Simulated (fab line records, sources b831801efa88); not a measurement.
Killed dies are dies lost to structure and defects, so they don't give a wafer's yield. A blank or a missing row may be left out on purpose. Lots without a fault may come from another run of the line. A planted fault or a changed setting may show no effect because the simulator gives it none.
Chamber matching | flow gf180mcu | GF_CONTACT_CVD_02 on pecvd-01: 3 sister chambers
The step deposits SiO2 from TEOS, target thk 860 nm, time 95.992 s. 20 wafers are shown with their chamber, then 10 later ones without.

WAFERS WITH THEIR CHAMBER
wafer  | chamber | heater_power_w (W)
L078.2 | 0       | 520
L078.3 | 1       | 561
L078.6 | 1       | 605
L079.2 | 0       | 521
L079.5 | 2       | 772
L079.6 | 1       | 513
L084.2 | 2       | 674
L084.3 | 1       | 628
L084.4 | 0       | 631
L086.1 | 0       | 568
L086.2 | 2       | 811
L086.3 | 1       | 639
L086.4 | 2       | 830
L086.5 | 1       | 516
L086.6 | 0       | 606
L090.1 | 0       | 570
L090.3 | 2       | 689
L090.4 | 0       | 621
L094.1 | 0       | 630
L094.3 | 2       | 735

SIGNATURES (means of the wafers above)
reading        | chamber 0 | chamber 1 | chamber 2 | scatter within a chamber
heater_power_w | 583.38    | 577.00    | 751.83    | 54.4
Rule: a wafer's distance from a chamber is the root of the sum, over the readings, of the square of ((its reading less the chamber's mean) divided by the reading's scatter). The wafer belongs to the nearest chamber; if the next one is less than 2 further off, it can't be placed. The scatter: the root of (the sum of the squares of (reading less its chamber's mean) over the shown wafers, divided by (wafers less chambers)).

WAFERS WITHOUT THEIR CHAMBER
wafer  | heater_power_w (W)
L094.5 | 504
L095.2 | 774
L095.3 | 818
L095.4 | 555
L096.1 | 622
L096.2 | 631
L096.3 | 793
L096.4 | 828
L096.5 | 514
L096.6 | 499

WHICH CHAMBER EACH WENT THROUGH
wafer  | from the rows above          | in truth
L094.5 | can't be placed: 1 or 0      | 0
L095.2 | 2                            | 2
L095.3 | 2                            | 2
L095.4 | can't be placed: 1 or 0      | 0
L096.1 | can't be placed: 0 or 1 or 2 | 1
L096.2 | can't be placed: 0 or 1 or 2 | 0
L096.3 | 2                            | 2
L096.4 | 2                            | 2
L096.5 | can't be placed: 1 or 0      | 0
L096.6 | can't be placed: 1 or 0      | 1
Placed correctly: 4 of 10. Can't be placed from these rows: 6 (the true chamber is among the candidates in 6). Placed wrongly: 0.
